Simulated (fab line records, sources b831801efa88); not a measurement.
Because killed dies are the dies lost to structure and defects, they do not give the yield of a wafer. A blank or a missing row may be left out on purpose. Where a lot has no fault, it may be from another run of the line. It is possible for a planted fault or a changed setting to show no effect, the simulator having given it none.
Chamber matching -- flow sky130 -- SKY_LI_CONTACT_CMP_02 on cmp-02 has 4 sister chambers
The step polishes PSG. 4 wafers are shown with their chamber, then 8 later ones without.

## WAFERS, EACH WITH ITS CHAMBER
wafer,chamber,motor current A (A)
L393.2,2,12.5
L403.2,0,12.3
L403.6,3,13.4
L406.2,1,12.3

## WAFERS WHOSE CHAMBER IS MISSING
wafer,motor current A (A)
L406.3,11.7
L406.4,13.2
L407.1,12.3
L407.2,12.0
L407.3,13.5
L408.3,11.3
L408.4,12.4
L408.5,12.7

## CHAMBER TAKEN BY EACH
wafer,from the rows above,in truth
L406.3,can't be placed: 0 or 1 or 2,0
L406.4,can't be placed: 3 or 2 or 0 or 1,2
L407.1,can't be placed: 0 or 1 or 2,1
L407.2,can't be placed: 0 or 1 or 2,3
L407.3,3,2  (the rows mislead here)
L408.3,can't be placed: 0 or 1 or 2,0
L408.4,can't be placed: 0 or 1 or 2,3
L408.5,can't be placed: 2 or 0 or 1 or 3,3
0 of 8 placed correctly. Unplaceable from these rows: 7, with the true chamber sitting among the candidates in 5. Number placed wrongly: 1.
How it was worked out, from the rows above alone: a wafer's distance from a chamber is the root of the sum, over the readings, of the square of ((its reading less the chamber's mean) divided by the reading's scatter). If the next closest chamber is less than 2 further off than the closest, the wafer can't be placed; otherwise it belongs to the closest. A chamber's mean is the mean of its shown wafers. The scatter: root of mean squared gap, hidden wafer to nearest shown wafer, with one shown wafer a chamber.
